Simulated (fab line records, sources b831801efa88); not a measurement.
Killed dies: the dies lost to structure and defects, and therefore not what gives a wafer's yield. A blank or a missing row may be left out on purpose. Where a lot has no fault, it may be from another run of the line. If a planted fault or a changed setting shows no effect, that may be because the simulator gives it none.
fab line records | flow sky130
record: lots: 12 | wafers: 35 | lastDay: 50
route steps=708 shown METAL1@451 METAL2@498 VIA2@531 METAL5@665 PAD_OPEN@708
lots that met no fault: from a run of the same line without faults
startH: hours from the record's opening day to when the first of the lot's shown wafers began | waitH: hours elapsed since this lot's preceding step | " identical to the entry in the row above | L1.1+2: a single row standing in for several wafers | - no value, or no start given | * or withheld: withheld | < > ~ a bound
route shown NAME@n: a module of which the file shows steps, and the number in the route of the first | usual: mean and standard deviation over wafers with no fault | same: alike in all rows | chamber/n: place in a boat | sites: per-site readings | _std_site: standard deviation across them | _edge_site: inner sites' mean taken away from outer sites' mean | radiusMm: how far each site lies from the wafer's centre | mask NAME#n: copy n | behind: the last tool/chamber to shape the wafer | hold: why the lot was held/for how many hours/how that ended | device: which transistor (n, p or np) failed to switch | end of line: the same wafers' tests at the end of the route | a step without rows: its recipe alone | killed: not the wafer's yield, but the dies lost to structure and defects at the first sort | map: shows each die of a wafer: x if killed, . if not, _ if none is there
set.NAME: the run value of the setting; set.NAME@STEP: its run value at that earlier step | model.NAME: the simulator's own value behind a step, which no gauge read
a sample of lots followed through the steps of the route, with each step as a table and each wafer as a row
services: when a tool's chamber went out of use (startH, in hours from the record's first day, below 0 if earlier), for how many hours, and the reason
== steps ==
step: SKY_METAL1_DESCUM_17
recipe: chemistry: O2 | sourcePowerW: 150 | biasPowerW: 0 | pressureMtorr: 10 | tempC: 40 | timeS: 8
usual: drypumpMotorCurrentA: 5.3/0.46 | oesProductAu: 0.997/0.009
lot.wafer | tool        | chamber | startH | waitH | drypumpMotorCurrentA | oesProductAu | rfHoursCounterH
L690.1    | rieMetal-01 | 1       | 783.18 | 0.0   | 5.4                  | 0.993        | 0
L690.2    | "           | 0       | "      | "     | 5.2                  | 0.998        | 5
L690.5    | "           | 1       | "      | "     | 5.4                  | 0.994        | -
L691.2    | rieMetal-01 | 1       | 788.85 | 0.0   | 5.4                  | 0.992        | 1
L691.4    | "           | 0       | "      | "     | 5.2                  | 0.996        | -
L691.5    | "           | 0       | "      | "     | 5.2                  | 0.982        | -
L692.2    | rieMetal-01 | 0       | 795.90 | 0.0   | 5.2                  | 0.996        | 6
L692.3    | "           | 1       | "      | "     | 5.4                  | 0.986        | -
L692.5    | "           | 1       | "      | "     | 5.3                  | 0.989        | -
L695.1    | rieMetal-01 | 1       | 825.52 | 0.0   | 5.4                  | 0.986        | 2
L695.4    | "           | 0       | "      | "     | 5.2                  | 0.992        | -
L695.5    | "           | 1       | "      | "     | 5.4                  | 0.982        | -
L699.1    | rieMetal-03 | 0       | 843.08 | 0.0   | 5.2                  | 0.994        | 15
L699.5    | "           | 1       | "      | "     | 4.7                  | 0.990        | -
L702.4    | rieMetal-03 | 0       | 870.44 | 0.0   | 5.2                  | 0.983        | -
L702.5    | "           | 0       | "      | "     | 5.2                  | 0.992        | -
L702.6    | "           | 1       | "      | "     | 4.7                  | 0.991        | -
L704.3    | rieMetal-04 | 0       | 885.33 | 0.0   | 6.3                  | 1.006        | -
L704.4    | "           | 1       | "      | "     | 5.1                  | 1.003        | -
L704.5    | "           | 1       | "      | "     | 5.1                  | 1.000        | -
L706.2    | rieMetal-01 | 0       | 900.07 | 0.0   | 5.2                  | 1.004        | -
L706.4    | "           | 0       | "      | "     | 5.2                  | 0.988        | -
L706.6    | "           | 0       | "      | "     | 5.2                  | 0.999        | -
L707.1    | rieMetal-03 | 0       | 911.72 | 0.0   | 5.2                  | 0.997        | 18
L707.2    | "           | 1       | "      | "     | 4.6                  | 0.997        | 7
L707.6    | "           | 1       | "      | "     | 4.6                  | 0.994        | -
L708.1    | rieMetal-04 | 1       | 915.51 | 0.0   | 5.1                  | 1.007        | 8
L708.3    | "           | 1       | "      | "     | 5.1                  | 1.003        | -
L708.6    | "           | 1       | "      | "     | 5.1                  | 1.009        | -
L710.2    | rieMetal-03 | 0       | 931.47 | 0.0   | 5.2                  | 0.990        | 18
L710.4    | "           | 0       | "      | "     | 5.3                  | 0.983        | -
L710.5    | "           | 1       | "      | "     | 4.6                  | 1.007        | -
L711.1    | rieMetal-04 | 1       | 935.28 | 0.0   | 5.1                  | 1.002        | 9
L711.3    | "           | 1       | "      | "     | 5.1                  | 1.007        | -
L711.4    | "           | 0       | "      | "     | 6.3                  | 1.006        | -
step: SKY_METAL2_CD_MEAS_15
recipe: targetCdNm: 140
usual: cdNm: 140.0/1.5
lot.wafer | tool     | chamber | startH | waitH | cdNm
L690.1    | cdSem-01 | -       | 839.42 | -     | 143.8
L690.2    | "        | -       | "      | "     | 143.6
L690.5    | "        | -       | "      | "     | 144.4
L691.2    | cdSem-02 | -       | 845.97 | -     | 138.9
L691.4    | "        | -       | "      | "     | 138.6
L691.5    | "        | -       | "      | "     | 139.1
L692.2    | cdSem-02 | -       | 851.77 | -     | 141.6
L692.3    | "        | -       | "      | "     | 140.9
L692.5    | "        | -       | "      | "     | 140.0
L695.1    | cdSem-02 | -       | 880.30 | -     | 141.1
L695.4    | "        | -       | "      | "     | 140.9
L695.5    | "        | -       | "      | "     | 141.8
L699.1    | cdSem-02 | -       | 898.57 | -     | 138.7
L699.5    | "        | -       | "      | "     | 138.9
L702.4    | cdSem-01 | -       | 923.37 | -     | 138.1
L702.5    | "        | -       | "      | "     | 139.5
L702.6    | "        | -       | "      | "     | 139.3
L704.3    | cdSem-01 | -       | 937.61 | -     | 139.4
L704.4    | "        | -       | "      | "     | 139.0
L704.5    | "        | -       | "      | "     | 137.5
L706.2    | cdSem-01 | -       | 952.98 | -     | 139.2
L706.4    | "        | -       | "      | "     | 141.3
L706.6    | "        | -       | "      | "     | 139.2
L707.1    | cdSem-01 | -       | 963.81 | -     | 140.4
L707.2    | "        | -       | "      | "     | 140.2
L707.6    | "        | -       | "      | "     | 141.0
L708.1    | cdSem-02 | -       | 966.66 | -     | 137.9
L708.3    | "        | -       | "      | "     | 138.4
L708.6    | "        | -       | "      | "     | 138.1
L710.2    | cdSem-01 | -       | 982.89 | -     | 140.7
L710.4    | "        | -       | "      | "     | 140.0
L710.5    | "        | -       | "      | "     | 140.7
L711.1    | cdSem-02 | -       | 987.42 | -     | 140.7
L711.3    | "        | -       | "      | "     | 140.9
L711.4    | "        | -       | "      | "     | 141.1
step: SKY_VIA2_CMP_24
recipe: stopOn: SiO2 | tOverpolishS: 20 | downForcePsi: 3.5 | platenRpm: 60 | targetThkNm: 0 | padVelocityMS: 0.94248
usual: motorCurrentA: 10.4/1 | overpolishRunS: 19.998/0.0095 | retainingRingPressureFrac: 1.000/0.0048 | timeToEndpointS: 100/3
lot.wafer | tool   | chamber | startH  | waitH | motorCurrentA | overpolishRunS | retainingRingPressureFrac | timeToEndpointS
L690.1    | cmp-01 | 1       | 868.97  | 0.1   | 10.5          | 20.008         | 0.998                     | 100
L690.2    | "      | 3       | "       | "     | 11.0          | 19.992         | 0.994                     | 93
L690.5    | "      | 0       | "       | "     | 12.1          | 19.994         | 1.000                     | 104
L691.4    | cmp-02 | 1       | 875.54  | 0.1   | 11.8          | 19.997         | 1.000                     | 101
L691.2    | "      | 3       | "       | "     | 10.2          | 19.994         | 0.998                     | 103
L691.5    | "      | 1       | "       | "     | 11.0          | 20.007         | 0.997                     | 100
L692.2    | cmp-02 | 0       | 880.64  | 0.1   | 11.4          | 19.999         | 0.987                     | 99
L692.3    | "      | 1       | "       | "     | 11.0          | 20.002         | 1.003                     | 98
L692.5    | "      | 3       | "       | "     | 9.6           | 19.988         | 1.003                     | 99
L695.4    | cmp-01 | 0       | 909.25  | 0.1   | 11.6          | 19.996         | 1.003                     | 103
L695.1    | "      | 2       | "       | "     | 9.4           | 20.000         | 0.999                     | 108
L695.5    | "      | 0       | "       | "     | 11.7          | 19.999         | 1.001                     | 106
L699.1    | cmp-01 | 3       | 926.96  | 0.1   | 10.6          | 19.982         | 1.002                     | 98
L699.5    | "      | 2       | "       | "     | 9.4           | 20.017         | 1.006                     | 107
L702.4    | cmp-02 | 2       | 950.92  | 0.2   | 8.9           | 20.000         | 0.995                     | 98
L702.6    | "      | 3       | "       | "     | 9.8           | 20.002         | 1.002                     | 98
L702.5    | "      | 0       | "       | "     | 11.6          | 20.008         | 1.003                     | 99
L704.4    | cmp-02 | 1       | 964.05  | 0.1   | 11.1          | 19.988         | 1.001                     | 103
L704.3    | "      | 3       | "       | "     | 9.9           | 19.995         | 1.003                     | 97
L704.5    | "      | 0       | "       | "     | 10.6          | 19.964         | 0.992                     | 103
L706.2    | cmp-01 | 0       | 979.83  | 0.0   | 11.8          | 19.977         | 1.000                     | 101
L706.4    | "      | 3       | "       | "     | 9.6           | 20.005         | 0.989                     | 95
L706.6    | "      | 0       | "       | "     | 11.2          | 20.003         | 1.001                     | 100
L707.1    | cmp-02 | 3       | 990.17  | 0.1   | 9.4           | 20.002         | 1.004                     | 103
L707.2    | "      | 2       | "       | "     | 8.7           | 19.977         | 1.001                     | 98
L707.6    | "      | 0       | "       | "     | 11.2          | 20.008         | 0.995                     | 107
L708.1    | cmp-02 | 3       | 994.02  | 0.1   | 10.0          | 20.002         | 1.004                     | 102
L708.3    | "      | 2       | "       | "     | 8.6           | 19.994         | 1.003                     | 98
L708.6    | "      | 0       | "       | "     | 11.9          | 19.987         | 0.998                     | 98
L710.2    | cmp-02 | 1       | 1008.66 | 0.1   | 11.3          | 20.000         | 0.996                     | 102
L710.4    | "      | 0       | "       | "     | 11.2          | 19.997         | 0.998                     | 102
L710.5    | "      | 2       | "       | "     | 8.8           | 20.003         | 1.000                     | 95
L711.1    | cmp-02 | 2       | 1013.57 | 0.1   | 8.9           | 19.991         | 0.990                     | 102
L711.4    | "      | 0       | "       | "     | 11.2          | 19.991         | 0.999                     | 105
L711.3    | "      | 1       | "       | "     | 10.9          | 20.001         | 1.003                     | 103
step: SKY_METAL5_SPUTTER_04
recipe: material: TiN | targetThkNm: 70 | powerW: 6500 | timeS: 58.3 | chamberPressurePa: 0.4
usual: throttleValvePct: 29.4/0.87
lot.wafer | tool          | chamber | startH  | waitH | throttleValvePct
L690.1    | pvdSputter-04 | -       | 1024.50 | 0.0   | 30.1
L690.2    | "             | -       | "       | "     | 31.1
L690.5    | "             | -       | "       | "     | 31.0
L691.2    | pvdSputter-02 | -       | 1029.42 | 0.0   | 29.5
L691.4    | "             | -       | "       | "     | 30.2
L691.5    | "             | -       | "       | "     | 29.2
L692.2    | pvdSputter-04 | -       | 1035.00 | 0.0   | 28.5
L692.3    | "             | -       | "       | "     | 30.9
L692.5    | "             | -       | "       | "     | 31.1
L695.1    | pvdSputter-03 | -       | 1059.41 | 0.0   | 29.4
L695.4    | "             | -       | "       | "     | 29.4
L695.5    | "             | -       | "       | "     | 29.8
L699.1    | pvdSputter-04 | -       | 1075.28 | 0.0   | 30.8
L699.5    | "             | -       | "       | "     | 31.1
L702.4    | pvdSputter-03 | -       | 1095.84 | 0.0   | 29.1
L702.5    | "             | -       | "       | "     | 29.9
L702.6    | "             | -       | "       | "     | 29.3
L704.3    | pvdSputter-03 | -       | 1106.98 | 0.0   | 29.9
L704.4    | "             | -       | "       | "     | 29.9
L704.5    | "             | -       | "       | "     | 29.2
L706.2    | pvdSputter-03 | -       | 1120.30 | 0.0   | 29.8
L706.4    | "             | -       | "       | "     | 29.5
L706.6    | "             | -       | "       | "     | 29.0
L707.1    | pvdSputter-03 | -       | 1128.83 | 0.0   | 30.0
L707.2    | "             | -       | "       | "     | 29.5
L707.6    | "             | -       | "       | "     | 29.2
L708.1    | pvdSputter-03 | -       | 1131.73 | 0.0   | 29.3
L708.3    | "             | -       | "       | "     | 29.4
L708.6    | "             | -       | "       | "     | 29.1
L710.2    | pvdSputter-03 | -       | 1149.33 | 0.0   | 29.3
L710.4    | "             | -       | "       | "     | 29.3
L710.5    | "             | -       | "       | "     | 29.3
L711.1    | pvdSputter-02 | -       | 1149.56 | 0.0   | 28.6
L711.3    | "             | -       | "       | "     | 29.2
L711.4    | "             | -       | "       | "     | 29.2
step: SKY_METAL5_THK_MEAS_06
recipe: thkMeasGauge: xrf | reads: AlCu_of_METAL5_SPUTTER_02
usual: METAL5_ALCU_THK: 1162/17
lot.wafer | tool         | chamber | startH  | waitH | METAL5_ALCU_THK[nm]
L690.1    | filmMetro-01 | -       | 1024.67 | 0.1   | 1172
L690.2    | "            | -       | "       | "     | 1192
L690.5    | "            | -       | "       | "     | 1169
L691.2    | filmMetro-03 | -       | 1029.60 | 0.1   | 1162
L691.4    | "            | -       | "       | "     | 1142
L691.5    | "            | -       | "       | "     | 1167
L692.2    | filmMetro-03 | -       | 1035.18 | 0.1   | 1187
L692.3    | "            | -       | "       | "     | 1169
L692.5    | "            | -       | "       | "     | 1164
L695.1    | filmMetro-04 | -       | 1059.58 | 0.1   | 1176
L695.4    | "            | -       | "       | "     | 1157
L695.5    | "            | -       | "       | "     | 1151
L699.1    | filmMetro-01 | -       | 1075.45 | 0.1   | 1230
L699.5    | "            | -       | "       | "     | 1167
L702.4    | filmMetro-04 | -       | 1096.05 | 0.1   | 1171
L702.5    | "            | -       | "       | "     | 1156
L702.6    | "            | -       | "       | "     | 1155
L704.3    | filmMetro-03 | -       | 1107.17 | 0.1   | 1131
L704.4    | "            | -       | "       | "     | 1134
L704.5    | "            | -       | "       | "     | 1149
L706.2    | filmMetro-03 | -       | 1120.48 | 0.1   | 1154
L706.4    | "            | -       | "       | "     | 1151
L706.6    | "            | -       | "       | "     | 1161
L707.1    | filmMetro-01 | -       | 1129.00 | 0.1   | 1165
L707.2    | "            | -       | "       | "     | 1185
L707.6    | "            | -       | "       | "     | 1182
L708.1    | filmMetro-01 | -       | 1131.90 | 0.1   | 1164
L708.3    | "            | -       | "       | "     | 1195
L708.6    | "            | -       | "       | "     | 1174
L710.2    | filmMetro-04 | -       | 1149.51 | 0.1   | 1159
L710.4    | "            | -       | "       | "     | 1151
L710.5    | "            | -       | "       | "     | 1154
L711.1    | filmMetro-04 | -       | 1149.72 | 0.1   | 1160
L711.3    | "            | -       | "       | "     | 1183
L711.4    | "            | -       | "       | "     | 1167
step: SKY_PAD_OPEN_PROBE_99
usual: defectLimitedYield: 82.6/1.8 | killed_at_M0_to_M3: 43/6.6 | killed_at_M4_up: 2.9/1.6 | killedAtContacts: 24/4.9 | killedAtFrontEnd: 15/4.5 | killedAtOther: 0.2/0.45 | killedDies: 86/8.8 | killedOpen: 48/6.4 | killedShort: 38/5.6 | sort_bin_3_pad_short: 0.8/0.38 | sort_bin_5_function: 10.2/1.4 | sort_bin_6_memory: 6.4/1.1 | sortNPass: 406/8.8 | sortYieldPct: 82.6/1.8
same: grossDies: 492 | killedAtBackSide: 0 | sort_bin_4_leakage[%]: 0 | sort_bin_8_speed[%]: 0
lot.wafer | tool      | chamber | startH  | waitH | defectLimitedYield[%] | killed_at_M0_to_M3 | killed_at_M4_up | killedAtContacts | killedAtFrontEnd | killedAtOther | killedDies | killedOpen | killedShort | sort_bin_3_pad_short[%] | sort_bin_5_function[%] | sort_bin_6_memory[%] | sortNPass | sortYieldPct[%]
L691.2    | prober-01 | -       | 1097.12 | 0.1   | 83.3                  | 40                 | 2               | 27               | 13               | 0             | 82         | 44         | 38          | 1.4                     | 10.8                   | 4.5                  | 410       | 83.3
L691.4    | prober-01 | -       | 1097.22 | 0.2   | 84.1                  | 40                 | 2               | 24               | 12               | 0             | 78         | 45         | 33          | 1.0                     | 8.5                    | 6.3                  | 414       | 84.1
L691.5    | prober-01 | -       | 1097.27 | 0.2   | 80.7                  | 49                 | 4               | 30               | 12               | 0             | 95         | 47         | 48          | 1.2                     | 12.2                   | 5.9                  | 397       | 80.7
L695.1    | prober-02 | -       | 1124.93 | 0.1   | 80.7                  | 48                 | 1               | 23               | 23               | 0             | 95         | 58         | 37          | 0.8                     | 10.6                   | 7.9                  | 397       | 80.7
L695.4    | prober-02 | -       | 1125.08 | 0.2   | 83.1                  | 35                 | 4               | 29               | 15               | 0             | 83         | 45         | 38          | 0.4                     | 10.4                   | 6.1                  | 409       | 83.1
L695.5    | prober-02 | -       | 1125.13 | 0.2   | 83.1                  | 37                 | 2               | 31               | 13               | 0             | 83         | 35         | 48          | 1.2                     | 8.9                    | 6.7                  | 409       | 83.1
L699.1    | prober-02 | -       | 1140.03 | 0.1   | 82.7                  | 39                 | 5               | 25               | 16               | 0             | 85         | 50         | 35          | 1.0                     | 11.2                   | 5.1                  | 407       | 82.7
L699.5    | prober-02 | -       | 1140.23 | 0.2   | 82.5                  | 44                 | 2               | 27               | 13               | 0             | 86         | 56         | 30          | 1.0                     | 10.2                   | 6.3                  | 406       | 82.5
L704.3    | prober-01 | -       | 1167.15 | 0.2   | 84.1                  | 45                 | 6               | 20               | 7                | 0             | 78         | 39         | 39          | 0.8                     | 9.6                    | 5.5                  | 414       | 84.1
L704.4    | prober-01 | -       | 1167.20 | 0.2   | 84.1                  | 38                 | 5               | 15               | 20               | 0             | 78         | 46         | 32          | 0.2                     | 9.8                    | 5.9                  | 414       | 84.1
L704.5    | prober-01 | -       | 1167.25 | 0.2   | 79.3                  | 57                 | 3               | 30               | 12               | 0             | 102        | 56         | 46          | 1.2                     | 11.6                   | 7.9                  | 390       | 79.3
L706.2    | prober-01 | -       | 1178.73 | 0.1   | 83.7                  | 39                 | 5               | 20               | 16               | 0             | 80         | 46         | 34          | 1.0                     | 11.2                   | 4.1                  | 412       | 83.7
L706.4    | prober-01 | -       | 1178.83 | 0.2   | 81.7                  | 51                 | 2               | 18               | 19               | 0             | 90         | 58         | 32          | 0.8                     | 9.1                    | 8.3                  | 402       | 81.7
L706.6    | prober-01 | -       | 1178.93 | 0.2   | 83.3                  | 52                 | 2               | 17               | 11               | 0             | 82         | 49         | 33          | 0.8                     | 8.7                    | 7.1                  | 410       | 83.3
L707.1    | prober-02 | -       | 1186.13 | 0.1   | 82.7                  | 45                 | 3               | 22               | 15               | 0             | 85         | 41         | 44          | 2.0                     | 8.9                    | 6.3                  | 407       | 82.7
L707.2    | prober-02 | -       | 1186.18 | 0.1   | 81.1                  | 50                 | 6               | 19               | 17               | 1             | 93         | 49         | 44          | 0.6                     | 12.8                   | 5.5                  | 399       | 81.1
L707.6    | prober-02 | -       | 1186.38 | 0.2   | 82.3                  | 42                 | 3               | 25               | 17               | 0             | 87         | 46         | 41          | 0.4                     | 11.0                   | 6.3                  | 405       | 82.3
L708.1    | prober-01 | -       | 1188.24 | 0.1   | 81.7                  | 35                 | 4               | 25               | 26               | 0             | 90         | 56         | 34          | 1.2                     | 10.8                   | 6.3                  | 402       | 81.7
L708.3    | prober-01 | -       | 1188.34 | 0.2   | 81.3                  | 38                 | 2               | 23               | 29               | 0             | 92         | 54         | 38          | 0.4                     | 11.8                   | 6.5                  | 400       | 81.3
L708.6    | prober-01 | -       | 1188.49 | 0.2   | 81.9                  | 40                 | 2               | 26               | 21               | 0             | 89         | 45         | 44          | 1.6                     | 10.0                   | 6.5                  | 403       | 81.9
L711.1    | prober-02 | -       | 1203.78 | 0.1   | 78.9                  | 51                 | 4               | 35               | 14               | 0             | 104        | 58         | 46          | 0.8                     | 13.4                   | 6.9                  | 388       | 78.9
L711.3    | prober-02 | -       | 1203.88 | 0.2   | 81.5                  | 43                 | 7               | 25               | 16               | 0             | 91         | 50         | 41          | 1.6                     | 10.0                   | 6.9                  | 401       | 81.5
L711.4    | prober-02 | -       | 1203.93 | 0.2   | 84.6                  | 32                 | 3               | 26               | 15               | 0             | 76         | 39         | 37          | 1.4                     | 8.1                    | 5.9                  | 416       | 84.6
killed by level:class
L691.2 CONTACT:geometricParticle:open=11 VIA1:geometricParticle:open=6 LI_CONTACT:geometricParticle:open=6 VIA2:geometricParticle:open=6 VIA1:geometricParticle:short=5 METAL2:geometricParticle:short=5 VIA3:geometricParticle:open=5 FIELD_ISO:geometricParticle:short=4
L691.4 CONTACT:geometricParticle:open=13 VIA2:geometricParticle:open=9 VIA1:geometricParticle:open=7 POLY_GATE:geometricParticle:short=5 METAL2:geometricParticle:short=5 VIA3:geometricParticle:open=5 CONTACT:geometricParticle:short=4 LI_CONTACT:geometricParticle:open=3
L691.5 VIA1:geometricParticle:open=12 CONTACT:geometricParticle:open=10 METAL1:geometricParticle:short=8 POLY_GATE:geometricParticle:short=8 CONTACT:geometricParticle:short=7 LI_CONTACT:geometricParticle:open=6 VIA3:geometricParticle:open=6 METAL2:geometricParticle:short=5
L695.1 VIA1:geometricParticle:open=10 VIA2:geometricParticle:open=9 FIELD_ISO:geometricParticle:short=8 FIELD_ISO:geometricParticle:open=6 LI_CONTACT:geometricParticle:open=6 VIA3:geometricParticle:open=6 CONTACT:geometricParticle:open=5 VIA3:geometricParticle:short=5
L695.4 VIA1:geometricParticle:open=9 CONTACT:geometricParticle:open=8 LI_CONTACT:geometricParticle:open=8 VIA2:geometricParticle:open=6 VIA3:geometricParticle:open=6 POLY_GATE:geometricParticle:short=5 LI_CONTACT:geometricParticle:short=5 VIA1:geometricParticle:short=5
L695.5 METAL1:geometricParticle:short=8 CONTACT:geometricParticle:short=8 LOCAL_INTERCONNECT:geometricParticle:short=7 VIA3:geometricParticle:open=7 LI_CONTACT:geometricParticle:open=6 CONTACT:geometricParticle:open=5 FIELD_ISO:geometricParticle:open=4 LI_CONTACT:geometricParticle:short=4
L699.1 CONTACT:geometricParticle:open=10 VIA3:geometricParticle:open=10 VIA1:geometricParticle:open=10 LI_CONTACT:geometricParticle:open=6 FIELD_ISO:geometricParticle:open=5 METAL4:geometricParticle:short=4 METAL2:geometricParticle:short=4 LOCAL_INTERCONNECT:geometricParticle:short=4
L699.5 VIA1:geometricParticle:open=15 CONTACT:geometricParticle:open=11 LI_CONTACT:geometricParticle:open=8 METAL3:geometricParticle:short=5 METAL1:geometricParticle:short=5 VIA2:geometricParticle:open=5 FIELD_ISO:geometricParticle:open=4 VIA3:geometricParticle:open=4
L704.3 VIA1:geometricParticle:open=11 VIA2:geometricParticle:open=8 VIA1:geometricParticle:short=8 CONTACT:geometricParticle:open=6 LI_CONTACT:geometricParticle:open=5 CONTACT:geometricParticle:short=5 METAL1:geometricParticle:short=5 METAL4:geometricParticle:short=5
L704.4 CONTACT:geometricParticle:open=8 VIA1:geometricParticle:open=8 VIA2:geometricParticle:open=7 POLY_GATE:geometricParticle:short=6 METAL1:geometricParticle:short=6 POLY_GATE:geometricParticle:open=5 VIA3:geometricParticle:open=4 METAL4:geometricParticle:short=4
L704.5 VIA1:geometricParticle:open=17 CONTACT:geometricParticle:open=12 METAL1:geometricParticle:short=9 LI_CONTACT:geometricParticle:open=7 METAL2:geometricParticle:short=6 VIA2:geometricParticle:open=6 LOCAL_INTERCONNECT:geometricParticle:short=4 CONTACT:geometricParticle:short=4
L706.2 VIA1:geometricParticle:open=8 VIA3:geometricParticle:open=7 LI_CONTACT:geometricParticle:open=6 CONTACT:geometricParticle:open=6 METAL2:geometricParticle:short=6 CONTACT:geometricParticle:short=5 VIA2:geometricParticle:open=5 FIELD_ISO:geometricParticle:open=4
L706.4 VIA1:geometricParticle:open=20 CONTACT:geometricParticle:open=9 FIELD_ISO:geometricParticle:open=6 POLY_GATE:geometricParticle:short=6 LI_CONTACT:geometricParticle:open=5 METAL2:geometricParticle:short=5 METAL1:geometricParticle:short=5 VIA3:geometricParticle:open=5
L706.6 VIA1:geometricParticle:open=13 VIA2:geometricParticle:open=9 LI_CONTACT:geometricParticle:open=7 VIA1:geometricParticle:short=6 METAL2:geometricParticle:short=6 VIA3:geometricParticle:open=6 CONTACT:geometricParticle:open=5 LOCAL_INTERCONNECT:geometricParticle:short=4
L707.1 VIA1:geometricParticle:open=12 CONTACT:geometricParticle:open=6 VIA3:geometricParticle:open=6 METAL1:geometricParticle:short=5 FIELD_ISO:geometricParticle:short=5 LI_CONTACT:geometricParticle:open=5 VIA1:geometricParticle:short=5 LI_CONTACT:geometricParticle:short=4
L707.2 VIA1:geometricParticle:open=9 CONTACT:geometricParticle:open=8 VIA2:geometricParticle:open=8 METAL2:geometricParticle:short=7 LI_CONTACT:geometricParticle:open=6 VIA1:geometricParticle:short=5 VIA3:geometricParticle:short=5 VIA3:geometricParticle:open=5
L707.6 VIA1:geometricParticle:open=9 CONTACT:geometricParticle:open=8 VIA2:geometricParticle:open=8 FIELD_ISO:geometricParticle:short=7 CONTACT:geometricParticle:short=6 VIA1:geometricParticle:short=6 VIA3:geometricParticle:open=6 LI_CONTACT:geometricParticle:open=4
L708.1 CONTACT:geometricParticle:open=11 VIA1:geometricParticle:open=10 POLY_GATE:geometricParticle:open=7 FIELD_ISO:geometricParticle:short=6 VIA2:geometricParticle:open=6 FIELD_ISO:geometricParticle:open=5 CONTACT:geometricParticle:short=5 METAL2:geometricParticle:short=5
L708.3 VIA1:geometricParticle:open=10 LI_CONTACT:geometricParticle:open=9 FIELD_ISO:geometricParticle:open=8 FIELD_ISO:geometricParticle:short=8 POLY_GATE:geometricParticle:short=6 CONTACT:geometricParticle:open=6 METAL1:geometricParticle:short=6 POLY_GATE:geometricParticle:open=5
L708.6 VIA1:geometricParticle:open=11 CONTACT:geometricParticle:short=9 CONTACT:geometricParticle:open=8 FIELD_ISO:geometricParticle:short=7 METAL2:geometricParticle:short=7 VIA3:geometricParticle:open=7 FIELD_ISO:geometricParticle:open=6 LI_CONTACT:geometricParticle:open=6
L711.1 CONTACT:geometricParticle:open=16 VIA1:geometricParticle:open=11 VIA1:geometricParticle:short=8 LI_CONTACT:geometricParticle:open=7 METAL1:geometricParticle:short=6 LI_CONTACT:geometricParticle:short=5 METAL3:geometricParticle:short=5 VIA2:geometricParticle:open=5
L711.3 VIA2:geometricParticle:open=10 CONTACT:geometricParticle:open=7 VIA1:geometricParticle:open=7 METAL2:geometricParticle:short=7 CONTACT:geometricParticle:short=6 VIA3:geometricParticle:open=5 METAL4:geometricParticle:short=5 FIELD_ISO:geometricParticle:open=4
L711.4 POLY_GATE:geometricParticle:open=8 LI_CONTACT:geometricParticle:open=7 METAL2:geometricParticle:short=7 LI_CONTACT:geometricParticle:short=6 CONTACT:geometricParticle:open=6 VIA1:geometricParticle:open=6 VIA1:geometricParticle:short=5 LOCAL_INTERCONNECT:geometricParticle:short=5
== services ==
tool          | chamber | startH  | hours | kind
cmp-01        | -       | 766.01  | 3.7   | pm
rieMetal-03   | -       | 773.86  | 1.3   | repair
pvdSputter-03 | -       | 783.06  | 4.4   | repair
cmp-02        | -       | 805.09  | 4.1   | repair
cmp-02        | -       | 811.65  | 0.3   | repair
cmp-02        | -       | 820.57  | 6.8   | repair
cmp-02        | -       | 834.81  | 2.2   | repair
rieMetal-01   | 1       | 886.97  | 13.6  | repair
cmp-02        | -       | 912.13  | 4.0   | pm
pvdSputter-03 | -       | 914.28  | 8.7   | repair
cmp-02        | -       | 916.07  | 0.6   | repair
rieMetal-03   | 0       | 921.73  | 4.9   | repair
rieMetal-03   | 0       | 927.25  | 2.4   | repair
pvdSputter-03 | -       | 955.17  | 2.2   | repair
cmp-01        | -       | 990.86  | 14.6  | pm
cmp-02        | -       | 997.62  | 0.3   | repair
cmp-01        | -       | 1006.59 | 10.6  | repair
cmp-02        | -       | 1039.99 | 4.5   | pm
cmp-01        | -       | 1058.55 | 3.5   | repair
pvdSputter-03 | -       | 1083.74 | 4.6   | repair
cmp-02        | -       | 1091.49 | 2.3   | repair
cmp-02        | -       | 1112.44 | 1.4   | repair
rieMetal-01   | 1       | 1112.75 | 5.0   | repair
cmp-02        | -       | 1131.37 | 0.8   | repair
== key ==
firstSign: step: SKY_METAL5_THK_MEAS_06 | reading: METAL5_ALCU_THK | direction: up | sigmas: 4.1 | usual: 1162 | struck: 1230
effect none on later readings
metAt SKY_METAL5_SPUTTER_04
struckLots L699
struckWafers L699.1
notActingAt SKY_METAL1_DESCUM_17,SKY_METAL2_CD_MEAS_15,SKY_VIA2_CMP_24
onsetBetween 1035.00 1075.28
fault: kind: processParameterDrift | tool: pvdSputter-04 | chamber: - | onsetH: 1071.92 | steps: SKY_METAL5_SPUTTER_04 | channel: targetThkNm | offset: -20.09 | shape: step | endH: 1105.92 | scope: struckWafersOnly | actsIn: theseRecipesOnly | stated: 70
